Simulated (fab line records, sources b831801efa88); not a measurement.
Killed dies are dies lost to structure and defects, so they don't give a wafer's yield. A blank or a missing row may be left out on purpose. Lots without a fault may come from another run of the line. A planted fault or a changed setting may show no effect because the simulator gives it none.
Which tool did it? | flow sky130 | 12 lots, 36 wafers sampled, at 1 step of a route of 708

WHAT THE GAUGES READ, wafer by wafer
SKY_VIA3_CD_MEAS_12: target cd 200 nm. Usual: cd_nm 200.1 nm, standard deviation 1.4.
lot  | measured     | on        | cd_nm (nm)        | flag
L235 | day 39 07:47 | cd_sem-01 | 200.5 201.0 200.4 |
L236 | day 40 00:44 | cd_sem-01 | 200.1 199.9 200.4 |
L237 | day 40 04:01 | cd_sem-02 | 200.9 201.3 202.2 |
L238 | day 40 08:57 | cd_sem-01 | 200.7 199.8 199.0 |
L239 | day 40 13:34 | cd_sem-01 | 200.5 200.0 200.2 |
L243 | day 42 20:13 | cd_sem-02 | 199.7 199.9 200.2 |
L244 | day 42 23:58 | cd_sem-02 | 202.7 202.5 202.2 |
L246 | day 43 05:31 | cd_sem-02 | 198.6 198.7 199.2 |
L253 | day 44 22:58 | cd_sem-01 | 203.0 202.3 202.9 |
L256 | day 45 07:58 | cd_sem-02 | 198.6 199.2 196.7 |
L255 | day 45 10:44 | cd_sem-01 | 200.4 200.0 199.4 |
L257 | day 45 17:26 | cd_sem-01 | 198.8 198.4 199.1 |

WHICH TOOL RAN EACH LOT (tool, then ch and the chambers of the sampled wafers, then the start)
The record holds no process step before these readings.

WHAT THE TOOLS THEMSELVES READ (means of the sampled wafers that have a number; where no wafer has one, the mark that the record gives instead)
The record holds no such reading with a usual standard deviation.

THE ANSWER, worked out from the rows above alone
Rule: a lot is off if the mean of its wafers that have a number lies more than 3 standard deviations from the usual mean. A lot without any number at a reading at which 4 lots or more have one is off too. The other lots that the step has rows for count as sound. The gauges are gone through in route order, then the tools' own readings, and for those a lot's mean is taken as printed above. The first step at which some lot is off is used, and at that step the reading that is off furthest; a lot without a number counts as furthest.
No lot is off at any reading shown: from this, nothing can be told.

WHAT THE SIMULATOR HAD PUT IN
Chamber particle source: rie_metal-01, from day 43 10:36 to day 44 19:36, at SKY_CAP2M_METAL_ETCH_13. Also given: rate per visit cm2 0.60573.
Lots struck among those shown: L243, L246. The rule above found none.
